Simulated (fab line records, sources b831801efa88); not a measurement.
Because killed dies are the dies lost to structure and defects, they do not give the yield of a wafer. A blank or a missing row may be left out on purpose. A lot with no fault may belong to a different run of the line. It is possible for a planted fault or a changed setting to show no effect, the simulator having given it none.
The same fault as seen by 2 desks    flow gf180mcu    each desk holds nothing but its own numbers, with what lay behind them at the end

## FOR THE TOOL OWNER'S DESK: pvd-sputter-01
At GF_MIM_SPUTTER_04 (material TiN, target thk 50 nm, time 41.7 s) the tool's own readings: per lot run on this tool, the mean of the sampled wafers that have a number. Marked OUT: a lot whose mean sits more than 4 standard deviations from the usual mean, which makes it out of limits; the brackets give that distance.
Columns: A = cathode-dc-power-W at GF_MIM_SPUTTER_04, usual 6500.0 W; B = throttle-valve-pct at GF_MIM_SPUTTER_04, usual 29.8 %
lot   first seen here  A       B
L735  day 27 07:37     6499.8  29.0
L736  day 27 15:56     6499.1  28.7
L740  day 28 20:36     6499.4  29.4
Result from this desk: across the 3 lots, nothing is out of limits.

## FROM THE METROLOGY DESK
What the gauges read, lot by lot, whatever tool the lot ran on: means of the sampled wafers that have a number. Marked OUT: a lot whose mean sits more than 4 standard deviations from the usual mean, which makes it out of limits; the brackets give that distance.
Columns: A = V4_W_RS at GF_V4_RS_MEAS_24, usual 0.322 ohm/sq; B = V4_W_THK at GF_V4_THK_MEAS_25, usual 367 nm; C = MIM_CVD_05_THK at GF_MIM_THK_MEAS_06, usual 42.0 nm; D = MIM_ALCU_RS at GF_MIM_RS_MEAS_10, usual 0.1593 ohm/sq; E = MIM_ALCU_THK at GF_MIM_THK_MEAS_11, usual 197.6 nm; F = cd-nm at GF_M5_CD_MEAS_07, usual 280.5 nm; G = M5_OVL at GF_M5_OVL_MEAS_08, usual 0 nm
lot   first seen here  A      B    C     D       E      F      G
L730  day 25 18:25     0.318  377  41.7  0.1580  198.0  280.3  -5
L735  day 27 06:58     0.321  362  42.0  0.1591  197.5  277.9  -1
L736  day 27 15:18     0.321  372  41.8  0.1592  197.9  280.3  -3
L740  day 28 19:58     0.324  365  42.0  0.1613  196.5  280.9  6
L746  day 30 07:53     0.328  361  41.9  0.1601  196.8  279.9  -6
L747  day 30 18:25     0.325  364  42.5  0.1568  200.9  279.2  1
Result from this desk: across the 6 lots, nothing is out of limits.

## BROUGHT TOGETHER
The tool owner's desk saw nothing out of limits.
Nothing out of limits was seen by the metrology desk.

## WHAT HAD BEEN PUT IN BY THE SIMULATOR
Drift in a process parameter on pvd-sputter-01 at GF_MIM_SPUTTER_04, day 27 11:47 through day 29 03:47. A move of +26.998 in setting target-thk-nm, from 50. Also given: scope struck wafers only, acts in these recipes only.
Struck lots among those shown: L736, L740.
